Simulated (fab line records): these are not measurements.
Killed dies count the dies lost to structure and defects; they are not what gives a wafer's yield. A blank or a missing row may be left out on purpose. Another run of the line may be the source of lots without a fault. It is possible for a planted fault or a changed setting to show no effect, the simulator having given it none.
Code-filled problem report in 8D (eight disciplines) form ; flow gf180mcu ; the parts of the form that need people (team, actions taken, sign-off) are left out

1. WHAT WENT WRONG
GF_SAB_CD_MEAS_09, cd-nm: mean 402.0 nm over 1 wafer from 1 lot; wafers with no fault: 419.6 nm, standard deviation 2.5. Measured from the usual mean, that is -7.0 standard deviations.
The step: target cd 420 nm.
First observed at day 19 00:33: wafer L185.5, on cd-sem-01. The record has a number at this step for 39 wafers belonging to 13 lots. Rule for "out", or "out of limits": more than 4 standard deviations from the usual mean. Any other wafer with a number is counted as sound.

2. WHAT IT IS; WHAT IT IS NOT
question;is;is not
which readings at this step;cd-nm;-
which lots;L185;L178, L181, L189, L190, L191, L193, L194, L195, L196, L197, L198, L199
which wafers of those lots;L185.5;L185.3, L185.4
read on which gauges;cd-sem-01;cd-sem-02
when;from day 19 00:33;"up to then (8 sound wafers); but 30 sound wafers of L189, L190, L191, L193, L194, L195, L196, L197, L198, L199 came after"

3. WHAT RULES OUT EACH SUSPECT
Counting: if a tool at a process step up to the reading ran every lot that is out, it stays a suspect. Sound lots after the first of them don't rule it out here, since some wafers of a struck lot are sound.
- the gauge at GF_SAB_CD_MEAS_09: kept. All the wafers that are out were read on cd-sem-01, and no step on other tools shows them out.
- iline-stepper-01 at GF_SAB_EXPOSE_06 (exposes mask SAB, target cd 420 nm): kept. L185, the lot that is out, went through it at day 18 13:01; up to then, the latest sound lot through it was L178 at day 15 00:40.
Left after counting: iline-stepper-01 at GF_SAB_EXPOSE_06, cd-sem-01 at GF_SAB_CD_MEAS_09.

4. THE CAUSE (what the simulator had put in)
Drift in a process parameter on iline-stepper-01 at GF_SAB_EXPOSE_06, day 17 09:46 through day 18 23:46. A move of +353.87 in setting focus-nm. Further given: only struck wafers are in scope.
This tool is one of the 2 suspects left after counting.

5. SEQUENCE OF EFFECTS, ordered by route
One row per reading whose mean, taken over the struck wafers that have a number, lies over 3 standard deviations from the usual. Only readings whose record carries a usual standard deviation are examined. hours: median over the lots of the time between each lot's start at the first step of this table that gives one and its start at this step. sigmas: the change, counted in usual standard deviations.
hours;step;reading;usual;on struck wafers;change;sigmas
0;GF_SAB_CD_MEAS_09;cd-nm;419.6 nm;402.0;-17.6;-7.0

6. WHAT WOULD HAVE CAUGHT IT SOONER
The first out-of-limits reading at a measuring or inspecting step in this record came at day 19 00:33, 39 hours after the fault's start at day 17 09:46.
All the lots that are out (1) had begun GF_SAB_EXPOSE_06 on iline-stepper-01 by day 19 00:33. None of them would have been spared by holding the tool at that moment.
